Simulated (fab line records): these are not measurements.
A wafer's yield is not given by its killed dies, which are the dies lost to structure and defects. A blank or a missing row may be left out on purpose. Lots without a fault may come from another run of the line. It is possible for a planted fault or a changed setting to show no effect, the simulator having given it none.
fab line records	flow sky130
[record] lots = 14	wafers = 42	lastDay = 50
route steps=708 shown NWELL@62 VT_ADJUST_NCORE@126 VT_ADJUST_PCH@152
lots untouched by any fault: they come from a run of this same line in which no faults occurred
startH: hours from the record's first day to the start of the lot's first wafer shown	waitH: time in hours since the lot's previous step	" the same as in the row above	L1.1+2: one row covering several wafers at once	- no value, or no start given	* or withheld: withheld	< > ~ a bound
route shown NAME@n: NAME is a module with steps in the file, n the number in the route of the first one	usual: mean/standard deviation of fault-free wafers	same: alike in all rows	chamber/n: place in a boat	sites: each site's reading	_std_site: the values' standard deviation	_edge_site: outer sites' mean less inner sites'	radiusMm: how far each site lies from the wafer's centre	mask NAME#n: copy n	behind: the most recent tool/chamber to have shaped the wafer	hold: why the lot was held/for how many hours/how that ended	device: names the non-switching transistor (n, p or np)	end of line: the tests these same wafers got at the end of their route	a step without rows: its recipe alone	killed: count of dies lost to structure and defects at first sort (not the wafer's yield)	map: shows each die of a wafer: x if killed, . if not, _ if none is there
set.NAME: the setting as run; set.NAME@STEP: as run at that earlier step	model.NAME: the simulator's own value behind a step, which no gauge read
route steps across a sampled set of lots; one table per step, one row per wafer
services: the hour from which a tool's chamber was out of use, counted from the record's first day as startH (under 0 if before that day), plus the number of hours and why
[[steps]]
[step SKY_NWELL_DEVELOP_09]
[recipe] wallAngleDeg = 90	developer = TMAH	developTimeS = 60	devTempC = 23
[usual] chillPlateTempC = 22.96/0.11	developTimeS = 60/0	exhaustPa = 44.9/0.88
lot.wafer	tool	chamber	startH	waitH	chillPlateTempC	developTimeS	exhaustPa
L419.1	lithoTrack-02	0	89	-	22.87	60	45.9
L419.5	"	0	"	"	22.86	60	46.7
L419.6	"	0	90	-	22.87	60	46.8
L421.2	lithoTrack-04	0	100	-	23.13	60	45.1
L421.4	"	0	"	"	23.02	60	45.2
L421.5	"	0	"	"	23.09	60	42.9
L422.1	lithoTrack-01	0	108	-	23.10	60	43.0
L422.3	"	0	"	"	22.92	60	44.2
L422.4	"	0	"	"	22.93	60	44.3
L423.3	lithoTrack-04	0	114	-	22.93	60	44.9
L423.4	"	0	"	"	22.82	60	44.4
L423.5	"	0	"	"	22.90	60	45.2
L424.3	lithoTrack-02	0	125	-	22.98	60	44.4
L424.5	"	0	"	"	22.87	60	45.3
L424.6	"	0	126	-	22.93	60	45.0
L426.3	lithoTrack-01	0	133	-	22.99	60	44.9
L426.5	"	0	"	"	22.92	60	44.3
L426.6	"	0	"	"	23.04	60	44.3
L425.1	lithoTrack-02	0	133	-	22.75	60	46.6
L425.4	"	0	"	"	22.87	60	45.8
L425.5	"	0	"	"	22.78	60	44.8
L427.3	lithoTrack-02	0	141	-	22.86	60	45.4
L427.4	"	0	142	-	23.05	60	45.4
L427.6	"	0	"	"	22.95	60	43.6
L428.1	lithoTrack-02	0	144	-	22.99	60	44.9
L428.2	"	0	145	-	22.87	60	46.1
L428.6	"	0	"	"	22.95	60	45.3
L430.1	lithoTrack-02	0	154	-	23.06	60	44.7
L430.5	"	0	"	"	23.03	60	44.5
L430.6	"	0	"	"	22.84	60	44.4
L432.3	lithoTrack-01	0	168	-	22.94	60	43.8
L432.5	"	0	"	"	22.88	60	44.0
L432.6	"	0	"	"	22.96	60	45.4
L433.1	lithoTrack-01	0	173	-	22.89	60	46.2
L433.2	"	0	"	"	23.03	60	44.6
L433.5	"	0	"	"	23.08	60	46.1
L438.2	lithoTrack-01	-	204	-	-	-	-
L438.5	"	-	"	"	-	-	-
L438.6	"	-	"	"	-	-	-
L439.2	lithoTrack-04	-	208	-	-	-	-
L439.3	"	-	"	"	-	-	-
L439.4	"	-	"	"	-	-	-
[step SKY_VT_ADJUST_NCORE_CD_MEAS_07]
[recipe] targetCdNm = 380
[usual] cdNm = 379.4/2.1
lot.wafer	tool	chamber	startH	waitH	cdNm
L419.1	cdSem-01	-	187.18	0.1	379.5
L419.5	"	-	"	"	381.7
L419.6	"	-	"	"	379.5
L421.2	cdSem-02	-	200.45	0.1	379.8
L421.4	"	-	"	"	379.1
L421.5	"	-	"	"	380.0
L422.1	cdSem-01	-	209.83	0.1	379.3
L422.3	"	-	"	"	381.3
L422.4	"	-	"	"	381.9
L423.3	cdSem-01	-	213.62	0.1	381.8
L423.4	"	-	"	"	377.7
L423.5	"	-	"	"	378.8
L424.3	cdSem-01	-	232.48	0.1	379.0
L424.5	"	-	"	"	378.6
L424.6	"	-	"	"	377.6
L426.3	cdSem-02	-	235.38	0.1	378.0
L426.5	"	-	"	"	373.1
L426.6	"	-	"	"	375.1
L425.1	cdSem-01	-	236.83	0.1	377.3
L425.4	"	-	"	"	379.2
L425.5	"	-	"	"	376.9
L427.3	cdSem-01	-	254.27	0.1	381.2
L427.4	"	-	"	"	380.8
L427.6	"	-	"	"	382.7
L428.1	cdSem-02	-	254.73	0.1	380.8
L428.2	"	-	"	"	381.4
L428.6	"	-	"	"	379.7
L430.1	cdSem-02	-	260.84	0.1	382.6
L430.5	"	-	"	"	380.0
L430.6	"	-	"	"	379.8
L432.3	cdSem-02	-	279.22	0.1	380.1
L432.5	"	-	"	"	381.2
L432.6	"	-	"	"	382.3
L433.1	cdSem-01	-	285.28	0.1	377.5
L433.2	"	-	"	"	380.8
L433.5	"	-	"	"	378.0
L438.2	cdSem-01	-	330.35	0.1	376.4
L438.5	"	-	"	"	376.8
L438.6	"	-	"	"	376.1
L439.2	cdSem-01	-	332.25	0.1	375.5
L439.3	"	-	"	"	376.9
L439.4	"	-	"	"	379.0
[step SKY_VT_ADJUST_NCORE_STRIP_10]
[recipe] chemistry = O2/N2	powerW = 1400	pressureMtorr = 1500	platenTempC = withheld	o2FlowSccm = 3000	n2FlowSccm = 300	overashFraction = 0.5
[usual] drypumpMotorCurrentA = 5.7/0.48	oesProductAu = 0.715/0.005	stripTimeToEndpointS = 14.13/0.041
lot.wafer	tool	chamber	startH	waitH	drypumpMotorCurrentA	oesProductAu	rfHoursCounterH	stripTimeToEndpointS
L419.1	plasmaAsher-03	0	187.49	0.1	5.2	0.711	48	14.10
L419.5	"	1	"	"	5.7	0.725	-	14.12
L419.6	"	0	"	"	5.2	0.721	-	14.09
L421.2	plasmaAsher-02	0	212.65	0.1	6.3	0.715	54	14.07
L421.4	"	0	"	"	6.3	0.716	-	14.09
L421.5	"	0	"	"	6.3	0.717	-	14.06
L422.1	plasmaAsher-04	1	213.85	0.1	5.7	0.717	39	14.13
L422.3	"	1	"	"	5.7	0.708	-	14.14
L422.4	"	0	"	"	5.2	0.711	-	14.14
L423.3	plasmaAsher-03	0	215.12	0.1	5.2	0.722	-	14.08
L423.4	"	1	"	"	5.7	0.707	-	14.06
L423.5	"	1	"	"	5.7	0.715	-	14.10
L424.3	plasmaAsher-03	1	232.78	0.1	5.7	0.709	-	14.18
L424.5	"	1	"	"	5.7	0.718	-	14.12
L424.6	"	0	"	"	5.2	0.718	-	14.18
L426.3	plasmaAsher-04	1	235.68	0.1	5.7	0.722	-	14.08
L426.5	"	1	"	"	5.7	0.713	-	14.11
L426.6	"	0	"	"	5.2	0.712	-	14.07
L425.1	plasmaAsher-02	1	237.14	0.1	6.5	0.714	57	14.19
L425.4	"	1	"	"	6.5	0.715	-	14.22
L425.5	"	1	"	"	6.5	0.710	-	14.19
L427.3	plasmaAsher-02	0	254.57	0.1	6.3	0.720	-	14.11
L427.4	"	1	"	"	6.6	0.717	-	14.14
L427.6	"	1	"	"	6.5	0.725	-	14.08
L428.1	plasmaAsher-04	1	255.04	0.1	5.7	0.714	42	14.12
L428.2	"	0	"	"	5.2	0.716	42	14.16
L428.6	"	0	"	"	5.2	0.715	-	14.19
L430.1	plasmaAsher-02	0	261.14	0.1	6.2	0.722	59	14.13
L430.5	"	0	"	"	6.3	0.712	-	14.11
L430.6	"	1	"	"	6.5	0.716	-	14.15
L432.3	plasmaAsher-04	1	279.52	0.1	5.7	0.716	-	14.14
L432.5	"	0	"	"	5.2	0.717	-	14.17
L432.6	"	1	"	"	5.7	0.711	-	14.10
L433.1	plasmaAsher-03	1	285.59	0.1	5.7	0.719	58	14.13
L433.2	"	0	"	"	5.2	0.723	58	14.12
L433.5	"	1	"	"	5.7	0.721	-	14.16
L438.2	plasmaAsher-03	0	330.64	0.1	5.2	0.718	63	14.19
L438.5	"	0	"	"	5.2	0.719	-	14.18
L438.6	"	1	"	"	5.7	0.715	-	14.21
L439.2	plasmaAsher-04	1	332.54	0.1	5.7	0.713	51	14.11
L439.3	"	1	"	"	5.7	0.715	-	14.11
L439.4	"	0	"	"	5.2	0.719	-	14.08
[step SKY_VT_ADJUST_PCH_STRIP_09]
[recipe] chemistry = O2/N2	powerW = 1400	pressureMtorr = 1500	platenTempC = withheld	o2FlowSccm = 3000	n2FlowSccm = 300	overashFraction = 0.5
[usual] drypumpMotorCurrentA = 5.53/0.3	oesProductAu = 0.723/0.005	stripTimeToEndpointS = 36.95/0.11
lot.wafer	tool	chamber	startH	waitH	drypumpMotorCurrentA	oesProductAu	rfHoursCounterH	stripTimeToEndpointS
L419.1	plasmaAsher-04	0	231.75	0.1	5.22	0.740	40	36.87
L419.5	"	1	"	"	5.70	0.718	-	36.93
L419.6	"	0	"	"	5.23	0.728	-	36.77
L421.2	plasmaAsher-04	0	253.22	0.1	5.23	0.725	42	37.12
L421.4	"	1	"	"	5.67	0.728	-	36.97
L421.5	"	0	"	"	5.24	0.723	-	37.11
L422.1	plasmaAsher-01	1	255.87	0.1	6.12	0.714	13	36.94
L422.3	"	0	"	"	5.74	0.726	-	36.92
L422.4	"	1	"	"	6.13	0.719	-	37.01
L423.3	plasmaAsher-03	1	258.54	0.1	5.72	0.723	-	37.03
L423.4	"	0	"	"	5.19	0.724	-	36.95
L423.5	"	1	"	"	5.73	0.728	-	36.91
L424.3	plasmaAsher-03	0	279.30	0.1	5.19	0.726	-	37.20
L424.5	"	0	"	"	5.17	0.722	-	37.03
L424.6	"	1	"	"	5.70	0.718	-	37.18
L426.3	plasmaAsher-03	1	282.59	0.1	5.69	0.718	-	36.91
L426.5	"	1	"	"	5.71	0.726	-	36.94
L426.6	"	0	"	"	5.19	0.723	-	37.09
L425.1	plasmaAsher-03	1	284.42	0.1	5.74	0.718	58	36.96
L425.4	"	1	"	"	5.74	0.715	-	37.12
L425.5	"	0	"	"	5.18	0.723	-	37.01
L427.3	plasmaAsher-03	1	303.91	0.1	5.73	0.723	-	37.04
L427.4	"	0	"	"	5.16	0.724	-	36.98
L427.6	"	1	"	"	5.72	0.724	-	37.03
L428.1	plasmaAsher-03	1	304.22	0.1	5.69	0.732	60	36.77
L428.2	"	0	"	"	5.17	0.727	60	36.80
L428.6	"	1	"	"	5.70	0.731	-	36.83
L430.1	plasmaAsher-03	1	310.92	0.1	5.72	0.713	61	36.99
L430.5	"	0	"	"	5.17	0.715	-	36.97
L430.6	"	1	"	"	5.75	0.726	-	36.88
L432.3	plasmaAsher-01	0	332.26	0.1	5.68	0.728	-	36.87
L432.5	"	1	"	"	6.09	0.726	-	36.86
L432.6	"	0	"	"	5.71	0.718	-	36.86
L433.1	plasmaAsher-03	1	338.02	0.1	5.71	0.718	64	36.78
L433.2	"	0	"	"	5.21	0.719	64	36.88
L433.5	"	0	"	"	5.16	0.726	-	36.91
L438.2	plasmaAsher-04	1	385.92	0.1	5.68	0.724	58	36.90
L438.5	"	0	"	"	5.23	0.725	-	36.74
L438.6	"	1	"	"	5.70	0.726	-	36.85
L439.2	plasmaAsher-03	1	388.52	0.1	5.72	0.728	70	36.92
L439.3	"	0	"	"	5.18	0.725	-	36.94
L439.4	"	1	"	"	5.75	0.717	-	36.95
[[services]]
tool	chamber	startH	hours	kind
plasmaAsher-01	-	108.75	9.0	pm
plasmaAsher-01	0	108.75	9.0	ventCycle
plasmaAsher-01	1	108.75	9.0	ventCycle
plasmaAsher-04	-	111.77	4.8	repair
plasmaAsher-01	0	117.75	-	clean
plasmaAsher-01	1	117.75	-	clean
lithoTrack-02	-	240.15	-	consumableReplace:filter
plasmaAsher-01	-	280.96	28.1	pm
plasmaAsher-01	-	354.10	7.1	repair
plasmaAsher-02	-	357.24	28.1	pm
[[key]]
[firstSign] step = SKY_NWELL_DEVELOP_09	reading = toolRecord	direction = missing
effect none on later readings
metAt SKY_NWELL_DEVELOP_09
struckLots L438,L439
sortLeftOut L438.2,L438.5,L438.6,L439.2,L439.3,L439.4
testerLeftOut L438,L439
notActingAt SKY_VT_ADJUST_NCORE_CD_MEAS_07,SKY_VT_ADJUST_NCORE_STRIP_10,SKY_VT_ADJUST_PCH_STRIP_09
onsetBetween 173 204
[fault] kind = skippedStepWhole	tool = lithoTrack-01,lithoTrack-04	chamber = -	onsetH = 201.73	steps = SKY_NWELL_DEVELOP_09	scope = struckLotsOnly
// testerLeftOut: of these lots the tester's yield and bins aren't shown, on N5 and GAA mostly nor the transistor test; their killed dies are dies lost to structure and defects alone, not to doping, threshold or leakage, so they don't give the yield
// sortLeftOut: the simulated sort isn't trusted on such a fault, so these wafers' sort isn't shown, and their yield isn't known
